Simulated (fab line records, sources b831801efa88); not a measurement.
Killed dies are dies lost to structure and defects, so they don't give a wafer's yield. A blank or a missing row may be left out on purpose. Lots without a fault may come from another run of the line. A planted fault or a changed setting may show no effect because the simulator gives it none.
fab line records | flow sky130
record lots=7 wafers=19 last_day=50
route steps=708 shown CONTACT@417
lots that met no fault: from a run of the same line without faults
start_h: hours from the record's first day to the start of the lot's first wafer shown | wait_h: hours since the lot's step before | " the same as in the row above | L1.1+2: a row that stands for several wafers | - no value, or no start given | * or withheld: withheld | < > ~ a bound
route shown NAME@n: a module of which the file shows steps, and the number in the route of the first | usual: mean/standard deviation of fault-free wafers | same: alike in all rows | chamber/n: place in a boat | sites: the reading at each site | _std_site: their standard deviation | _edge_site: outer sites' mean less inner sites' | radius_mm: how far each site lies from the wafer's centre | mask NAME#n: copy n | behind: the tool/chamber that last shaped the wafer | hold: why the lot was held/for how many hours/how that ended | device: the transistor (n, p or np) that didn't switch | end of line: the same wafers' tests at the end of the route | a step without rows: its recipe alone | killed: dies lost to structure and defects at the first sort, not the wafer's yield | map: a wafer's dies, x killed, . not, _ none there
set.NAME: the setting as run; set.NAME@STEP: as run at that earlier step | model.NAME: the simulator's own value behind a step, which no gauge read
lots at some steps of the route; a table a step, a row a wafer
services: from which hour (start_h, from the record's first day; less than 0 if before it) a tool's chamber was out of use, for how many hours, and why
## steps
# step SKY_CONTACT_EXPOSE_11
# recipe mask_id=CTM1 na=0.8 source_shape=annular sigma_inner=0.55 sigma_outer=0.85 target_cd_nm=170 dose_mj=38
# step SKY_CONTACT_PEB_12
# recipe peb_temp_c=withheld peb_time_s=withheld resist=KrF-thick
# step SKY_CONTACT_DEVELOP_13
# recipe develop_time_s=60 resist=KrF-thick dev_temp_c=21
# step SKY_CONTACT_CD_MEAS_14
# recipe target_cd_nm=170
# usual cd_nm=169.5/1.6
# columns lot.wafer tool chamber start_h wait_h cd_nm
L382.3 cd_sem-01 - 784.19 - 169.3
L382.4 " - " " 168.8
L382.6 " - " " 168.7
L383.1 cd_sem-02 - 791.31 - 170.3
L383.2 " - " " 170.1
L383.6 " - " " 168.9
L385.1 cd_sem-01 - 806.50 - 173.3
L385.3 " - " " 172.5
L385.5 " - " " 173.8
L389.2 cd_sem-01 - 848.03 - 168.2
L389.4 " - " " 167.0
L389.6 " - " " 169.2
L396.3 cd_sem-01 - 882.80 - 168.1
L396.4 " - " " 167.1
L396.5 " - " " 167.8
L397.3 cd_sem-01 - 888.19 - 169.5
L397.4 " - " " 169.1
L399.3 cd_sem-01 - 902.70 - 169.6
L399.6 " - " " 169.6
# step SKY_CONTACT_OVL_MEAS_15
# usual CONTACT_OVL=-3/5.4
# columns lot.wafer tool chamber start_h wait_h CONTACT_OVL[nm]
L382.3 overlay-01 - 784.28 0.1 -6
L382.4 " - " " 0
L382.6 " - " " -5
L383.1 overlay-02 - 791.43 0.1 -2
L383.2 " - " " -6
L383.6 " - " " 4
L385.1 overlay-01 - 806.62 0.1 6
L385.3 " - " " 3
L385.5 " - " " 2
L389.2 overlay-01 - 848.14 0.1 -3
L389.4 " - " " -9
L389.6 " - " " -4
L396.3 overlay-01 - 882.89 0.1 9
L396.4 " - " " 6
L396.5 " - " " 4
L397.3 overlay-01 - 888.28 0.1 -8
L397.4 " - " " -7
L399.3 overlay-02 - 902.79 0.1 -4
L399.6 " - " " -6
# step SKY_CONTACT_ETCH_16
# recipe chemistry=N2/H2 target=BARC ion_energy_ev=200 source_w=500 bias_w=100 pressure_mtorr=30 n2_flow_sccm=100 h2_flow_sccm=200 stop_on=SiO2 time_s=45.9 target_depth_a=600
# usual drypump_motor_current_A=5.6/0.5 oes_product_au=0.854/0.0044 throttle_valve_pct=13.225/0.0089
# columns lot.wafer tool chamber start_h wait_h drypump_motor_current_A oes_product_au rf_hours_counter_h throttle_valve_pct
L382.3 rie_diel-02 2 784.30 0.0 5.6 0.856 7 13.234
L382.4 " 1 " " 4.7 0.858 - 13.224
L382.6 " 2 " " 5.6 0.853 - 13.233
L383.1 rie_diel-02 1 791.47 0.0 4.7 0.860 9 13.219
L383.2 " 0 " " 5.9 0.857 6 13.232
L383.6 " 1 " " 4.7 0.851 - 13.222
L385.1 rie_diel-01 0 806.65 0.0 6.4 0.850 17 13.222
L385.3 " 3 " " 5.0 0.859 12 13.218
L385.5 " 3 " " 4.9 0.854 - 13.225
L389.2 rie_diel-03 2 848.17 0.0 5.5 0.855 6 13.225
L389.4 " 3 " " 5.5 0.859 22 13.238
L389.6 " 1 " " 6.4 0.863 - 13.220
L396.3 rie_diel-03 3 882.91 0.0 5.5 0.848 23 13.205
L396.4 " 2 " " 5.5 0.850 7 13.255
L396.5 " 1 " " 6.4 0.862 - 13.224
L397.3 rie_diel-03 1 888.30 0.0 6.4 0.851 12 13.229
L397.4 " 0 " " 6.1 0.849 8 13.209
L399.3 rie_diel-02 1 902.82 0.0 4.7 0.856 12 13.225
L399.6 " 1 " " 4.7 0.852 - 13.216
# step SKY_CONTACT_ETCH_17
# recipe target=SiO2 chemistry=C4F8/O2/Ar stop_on=Si3N4 mask_material=KrF-thick source_w=1500 bias_w=1200 pressure_mtorr=40 c4f8_flow_sccm=withheld O2_flow_sccm=6 Ar_flow_sccm=300 time_s=withheld target_depth_a=3400
# usual oes_product_au=0.892/0.0047
# columns lot.wafer tool chamber start_h wait_h oes_product_au
L382.3 rie_diel-02 2 784.34 0.0 0.887
L382.4 " 1 " " 0.900
L382.6 " 2 " " 0.890
L383.1 rie_diel-02 1 791.51 0.0 0.894
L383.2 " 0 " " 0.888
L383.6 " 1 " " 0.893
L385.1 rie_diel-01 0 806.69 0.0 0.877
L385.3 " 3 " " 0.893
L385.5 " 3 " " 0.897
L389.2 rie_diel-03 2 848.21 0.0 0.896
L389.4 " 3 " " 0.895
L389.6 " 1 " " 0.893
L396.3 rie_diel-03 3 882.96 0.0 0.899
L396.4 " 2 " " 0.891
L396.5 " 1 " " 0.894
L397.3 rie_diel-03 1 888.35 0.0 0.894
L397.4 " 0 " " 0.893
L399.3 rie_diel-02 1 902.86 0.0 0.894
L399.6 " 1 " " 0.888
# step SKY_CONTACT_ETCH_18
# recipe target=Si3N4 chemistry=CHF3/O2 stop_on=TiN source_w=600 bias_w=200 pressure_mtorr=40 chf3_flow_sccm=50 O2_flow_sccm=5 time_s=39 target_depth_a=750
# usual drypump_motor_current_A=5.6/0.5 oes_product_au=0.855/0.0084 throttle_valve_pct=8.793/0.0086
# columns lot.wafer tool chamber start_h wait_h drypump_motor_current_A oes_product_au rf_hours_counter_h throttle_valve_pct
L382.3 rie_diel-02 2 - - 5.6 0.850 7 8.782
L382.4 " 1 " " 4.7 0.869 - 8.798
L382.6 " 2 " " 5.7 0.844 - 8.784
L383.1 rie_diel-02 1 - - 4.7 0.864 9 8.808
L383.2 " 0 " " 5.8 0.857 6 8.787
L383.6 " 1 " " 4.7 0.858 - 8.792
L385.1 rie_diel-01 0 - - 6.4 0.859 17 8.785
L385.3 " 3 " " 4.9 0.849 12 8.803
L385.5 " 3 " " 4.9 0.862 - 8.788
L389.2 rie_diel-03 2 - - 5.5 0.843 6 8.783
L389.4 " 3 " " 5.5 0.850 22 8.782
L389.6 " 1 " " 6.3 0.860 - 8.798
L396.3 rie_diel-03 3 - - 5.5 0.855 23 8.802
L396.4 " 2 " " 5.5 0.864 7 8.806
L396.5 " 1 " " 6.3 0.863 - 8.789
L397.3 rie_diel-03 1 - - 6.3 0.860 12 8.796
L397.4 " 0 " " 6.1 0.871 8 8.799
L399.3 rie_diel-02 1 - - 4.7 0.852 12 8.786
L399.6 " 1 " " 4.7 0.860 - 8.803
# step SKY_CONTACT_STRIP_19
# recipe chemistry=O2/N2 power_w=1400 pressure_mtorr=1500 platen_temp_c=withheld o2_flow_sccm=3000 n2_flow_sccm=300 overash_fraction=0.5
# usual drypump_motor_current_A=6.10/0.29 oes_product_au=0.380/0.0043 strip_time_to_endpoint_s=3.618/0.025
# columns lot.wafer tool chamber start_h wait_h drypump_motor_current_A oes_product_au rf_hours_counter_h strip_time_to_endpoint_s
L382.3 plasma_asher-02 0 784.47 - 5.75 0.380 - 3.595
L382.4 " 1 " " 6.54 0.386 - 3.629
L382.6 " 0 " " 5.75 0.381 - 3.593
L383.1 plasma_asher-02 1 791.60 - 6.51 0.385 5 3.642
L383.2 " 0 " " 5.73 0.381 5 3.621
L383.6 " 1 " " 6.55 0.387 - 3.620
L385.1 plasma_asher-01 1 806.78 - 6.40 0.380 101 3.617
L385.3 " 1 " " 6.36 0.373 - 3.594
L385.5 " 0 " " 5.82 0.379 - 3.599
L389.2 plasma_asher-02 1 848.30 - 6.47 0.372 8 3.576
L389.4 " 0 " " 5.76 0.384 - 3.605
L389.6 " 1 " " 6.48 0.373 - 3.548
L396.3 plasma_asher-03 1 883.08 - 6.17 0.380 - 3.611
L396.4 " 0 " " 5.96 0.380 - 3.579
L396.5 " 1 " " 6.12 0.382 - 3.643
L397.3 plasma_asher-01 0 888.47 - 5.82 0.373 - 3.607
L397.4 " 1 " " 6.37 0.382 - 3.632
L399.3 plasma_asher-03 0 902.98 - 5.96 0.375 - 3.608
L399.6 " 1 " " 6.16 0.376 - 3.604
# step SKY_CONTACT_STRIP_20
# recipe chemistry=post_etch_residue_remover time_s=1200 temp_c=72.5
# step SKY_CONTACT_CLEAN_21
# recipe chemistry=IPA time_s=180 temp_c=25
# step SKY_CONTACT_CLEAN_22
# recipe chemistry=O3/DIW dry=n2_spin
# step SKY_CONTACT_SPUTTER_23
# recipe material=TiN target_thk_nm=20 chamber_pressure_pa=5 power_w=4000 time_s=80
# usual throttle_valve_pct=30.4/0.95
# columns lot.wafer tool chamber start_h wait_h throttle_valve_pct model.TiN_of_CONTACT_SPUTTER_23.thk_nm
L382.3 pvd_sputter-02 - 785.03 0.0 29.0 19.77
L382.4 " - " " 31.3 19.99
L382.6 " - " " 31.5 20.14
L383.1 pvd_sputter-03 - 792.19 0.0 29.8 19.91
L383.2 " - " " 29.7 19.7
L383.6 " - " " 29.5 19.78
L385.1 pvd_sputter-02 - 807.38 0.0 31.8 19.88
L385.3 " - " " 29.2 19.43
L385.5 " - " " 30.8 19.74
L389.2 pvd_sputter-02 - 848.89 0.0 29.3 19.48
L389.4 " - " " 31.2 19.81
L389.6 " - " " 29.3 19.36
L396.3 pvd_sputter-03 - 883.77 0.0 31.0 20.01
L396.4 " - " " 31.7 16.88
L396.5 " - " " 31.0 20.01
L397.3 pvd_sputter-03 - 889.07 0.0 31.5 20.33
L397.4 " - " " 29.6 16.96
L399.3 pvd_sputter-03 - 903.57 0.0 30.1 20.1
L399.6 " - " " 31.6 16.96
# step SKY_CONTACT_CVD_24
# recipe material=W target_thk_nm=340 time_s=102.12 temp_c=400 pressure_torr=40
# usual heater_power_w=803/72
# columns lot.wafer tool chamber start_h wait_h heater_power_w
L382.3 cvd_w-02 0 785.13 0.1 852
L382.4 " 1 " " 866
L382.6 " 0 " " 840
L383.1 cvd_w-01 1 792.25 0.0 784
L383.2 " 0 " " 684
L383.6 " 1 " " 793
L385.1 cvd_w-01 1 807.44 0.0 809
L385.3 " 1 " " 791
L385.5 " 1 " " 784
L389.2 cvd_w-02 1 848.96 0.0 836
L389.4 " 0 " " 880
L389.6 " 0 " " 889
L396.3 cvd_w-01 0 883.86 0.1 663
L396.4 " 1 " " 805
L396.5 " 0 " " 680
L397.3 cvd_w-01 1 889.16 0.1 800
L397.4 " 0 " " 683
L399.3 cvd_w-02 1 903.67 0.1 865
L399.6 " 1 " " 858
## services
# columns tool chamber start_h hours kind
rie_diel-01 2 762.22 52.3 repair
rie_diel-02 3 764.44 26.5 repair
rie_diel-03 - 764.97 38.8 repair
rie_diel-01 3 772.81 12.5 repair
rie_diel-03 2 774.71 6.1 repair
cvd_w-01 - 775.39 1.0 repair
rie_diel-01 0 775.66 3.3 repair
pvd_sputter-02 - 775.77 2.7 repair
plasma_asher-03 - 794.37 15.5 repair
rie_diel-01 0 798.87 4.5 repair
plasma_asher-03 - 804.96 1.6 repair
rie_diel-01 1 807.07 13.0 repair
rie_diel-03 - 819.74 2.8 pm
rie_diel-02 1 821.04 10.0 repair
plasma_asher-02 - 821.65 11.7 repair
cvd_w-02 0 824.55 8.5 repair
plasma_asher-02 - 833.31 14.6 pm
cvd_w-02 0 849.62 3.6 repair
rie_diel-03 2 854.63 4.4 repair
rie_diel-02 0 865.09 16.8 repair
rie_diel-02 1 878.72 16.1 repair
cvd_w-01 - 901.57 28.1 pm
## key
first_sign none at tools or gauges
model_effect step=SKY_CONTACT_SPUTTER_23 value=TiN_of_CONTACT_SPUTTER_23.thk_nm without=20.08 struck=16.93
met_at SKY_CONTACT_SPUTTER_23
struck_wafers L396.4,L397.4,L399.6
tester_left_out L396,L397,L399
onset_between 792.19 883.77
fault kind=process_parameter_drift tool=pvd_sputter-03 chamber=- onset_h=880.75 steps=SKY_CONTACT_SPUTTER_23 channel=time_s offset=* shape=step end_h=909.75 scope=struck_wafers_only acts_in=* stated=*
# tester_left_out: of these lots the tester's yield and bins aren't shown, on N5 and GAA mostly nor the transistor test; their killed dies are dies lost to structure and defects alone, not to doping, threshold or leakage, so they don't give the yield
